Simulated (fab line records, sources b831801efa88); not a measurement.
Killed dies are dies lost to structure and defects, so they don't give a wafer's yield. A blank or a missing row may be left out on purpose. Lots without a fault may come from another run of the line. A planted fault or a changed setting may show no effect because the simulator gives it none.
Split-lot experiment | flow sky130 | 5 lots, 22 wafers read, on a route of 708 steps

THE SPLIT
At SKY_CAPM_DEVELOP_11 (develop time 60 s), the setting dev_temp_c was moved away from the recipe's 23 C on 6 of the 22 wafers read, by -7.8% to +9.7%. The other wafers ran this setting at the recipe's value.

The file shows no step between the split and the reading.

THE READING
CAPM.cd_nm (the simulator's own value, which no gauge read), in nm, at SKY_CAPM_METAL_ETCH_13 (etches TiN in Cl2/BCl3, stops on SiO2, target depth 220 nm, time 62.9 s). The file gives no usual value for it. The 16 wafers here that ran the recipe average 1000.8 nm, standard deviation 3.2 nm.

wafer  | tool, chamber at the split | dev_temp_c as run, C | against the recipe | CAPM.cd_nm, nm | against lot-mates on the recipe
L075.1 | litho_track-04, 0          | 23                   | recipe             | 996.9          | -
L075.2 | litho_track-04, 0          | 23                   | recipe             | 996.7          | -
L075.3 | litho_track-04, 0          | 23                   | recipe             | 995.7          | -
L075.4 | litho_track-04, 0          | 23                   | recipe             | 995.1          | -
L075.5 | litho_track-04, 0          | 23                   | recipe             | 997            | -
L078.2 | litho_track-04, 0          | 25.23                | +9.7%              | 1008           | +3.5
L078.6 | litho_track-04, 0          | 25.23                | +9.7%              | 1008           | +3.5
L078.3 | litho_track-04, 0          | 23                   | recipe             | 1004           | -
L078.4 | litho_track-04, 0          | 23                   | recipe             | 1005           | -
L078.5 | litho_track-04, 0          | 25.23                | +9.7%              | 1009           | +4.5
L079.2 | litho_track-04, 0          | 23                   | recipe             | 1003           | -
L079.6 | litho_track-04, 0          | 23                   | recipe             | 1003           | -
L079.3 | litho_track-04, 0          | 21.21                | -7.8%              | 998.1          | -4.9
L079.4 | litho_track-04, 0          | 21.21                | -7.8%              | 996.9          | -6.1
L079.5 | litho_track-04, 0          | 21.21                | -7.8%              | 996.5          | -6.5
L080.2 | litho_track-04, 0          | 23                   | recipe             | 1001           | -
L080.3 | litho_track-04, 0          | 23                   | recipe             | 1002           | -
L080.6 | litho_track-04, 0          | 23                   | recipe             | 1002           | -
L080.5 | litho_track-04, 0          | 23                   | recipe             | 1004           | -
L084.1 | litho_track-03, 0          | 23                   | recipe             | 1001           | -
L084.3 | litho_track-03, 0          | 23                   | recipe             | 1002           | -
L084.6 | litho_track-03, 0          | 23                   | recipe             | 1004           | -

THE FIT
A straight line over all 22 wafers: CAPM.cd_nm changes by +0.651 nm for each +1% of dev_temp_c; r = +0.72; the points scatter about the line by 3 nm.
The same after taking each lot's own level away (the mean of its wafers on the recipe; 22 wafers): +0.539 nm for each +1%; r = +0.92; scatter 1.1 nm.
On that fit, the largest move of dev_temp_c shifts the reading by 5.2 nm.
The lots' own levels span 996.28 to 1004.50 nm, that is 2.5 times the standard deviation above.
So the lot-to-lot level blurs the effect unless lot-mates are compared.
Check: with one of the wafers moved furthest among these (+9.7%) left out of the fit, the line predicts +5.23 nm for it against its lot-mates. It came out at +3.5 nm against them.

OTHER SPLITS ON THESE WAFERS
These wafers also went through other splits before the reading. Each is held against what the fit with the lots' levels taken away leaves over:
other split on the same wafers     | wafers away from the commonest value | r with CAPM.cd_nm (lot level and that fit taken away)
SKY_VIA2_CMP_02 leave_above_ref_nm | 7                                    | +0.01
SKY_VIA2_COAT_07 resist_thk_nm     | 5                                    | -0.06
SKY_VIA2_SPUTTER_20 time_s         | 6                                    | +0.14
SKY_VIA2_CVD_21 temp_c             | 4                                    | -0.05

THE FILE'S OWN FIT
CAPM.cd_nm changes by +0.565 nm for each +1% of dev_temp_c, r = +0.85.
